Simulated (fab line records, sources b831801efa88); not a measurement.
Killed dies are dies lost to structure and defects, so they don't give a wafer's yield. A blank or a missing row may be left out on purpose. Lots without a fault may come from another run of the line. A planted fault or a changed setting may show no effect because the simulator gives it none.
One fault seen from 2 desks | flow sky130 | each desk has only its own numbers; what lay behind them comes last

THE TOOL OWNER'S DESK: rie_metal-01
The tool's own readings at SKY_METAL2_METAL_ETCH_19 (etches the open film in Cl2/BCl3, stops on SiO2, target depth 360 nm, time 78 s): means of the sampled wafers that have a number, for each lot that ran on this tool. A lot is out of limits, marked OUT, if its mean lies more than 4 standard deviations from the usual mean; the brackets give that distance.
Columns: A = drypump_motor_current_A at SKY_METAL2_METAL_ETCH_19, usual 5.58 A; B = mfc_cl2_sccm at SKY_METAL2_METAL_ETCH_19, usual 60.00 sccm; C = oes_product_au at SKY_METAL2_METAL_ETCH_19, usual 0.852 a.u.; D = throttle_valve_pct at SKY_METAL2_METAL_ETCH_19, usual 22.264 %
lot  | first seen here | A    | B     | C     | D
L807 | day 35 11:08    | 5.58 | 60.02 | 0.846 | 22.260
L809 | day 36 14:01    | 5.67 | 60.27 | 0.853 | 22.272
L811 | day 36 19:15    | 5.68 | 59.90 | 0.851 | 22.268
L820 | day 39 04:56    | 5.58 | 59.90 | 0.859 | 22.262
L818 | day 39 06:10    | 5.68 | 59.84 | 0.855 | 22.271
L830 | day 42 00:04    | 5.49 | 60.33 | 0.852 | 22.272
This desk's finding: nothing out of limits on any of the 6 lots.

THE METROLOGY DESK
What the gauges read, lot by lot, whatever tool the lot ran on: means of the sampled wafers that have a number. A lot is out of limits, marked OUT, if its mean lies more than 4 standard deviations from the usual mean; the brackets give that distance.
Columns: A = METAL3_OVL at SKY_METAL3_OVL_MEAS_14, usual 2 nm; B = METAL4_OVL at SKY_METAL4_OVL_MEAS_14, usual 1 nm
lot  | first seen here | A  | B
L807 | day 38 20:39    | -5 | -2
L809 | day 39 22:50    | 7  | -1
L811 | day 40 02:28    | -5 | -4
L812 | day 40 16:26    | -1 | 9
L814 | day 41 13:52    | -6 | -1
L820 | day 42 09:24    | 2  | 7
L818 | day 42 10:41    | 10 | 1
L827 | day 44 04:05    | 0  | -3
L826 | day 44 04:45    | 2  | 3
L830 | day 44 23:23    | 10 | -2
L829 | day 45 00:12    | 11 | 1
This desk's finding: nothing out of limits on any of the 11 lots.

PUT TOGETHER
The tool owner's desk saw nothing out of limits.
The metrology desk saw nothing out of limits.

WHAT THE SIMULATOR HAD PUT IN
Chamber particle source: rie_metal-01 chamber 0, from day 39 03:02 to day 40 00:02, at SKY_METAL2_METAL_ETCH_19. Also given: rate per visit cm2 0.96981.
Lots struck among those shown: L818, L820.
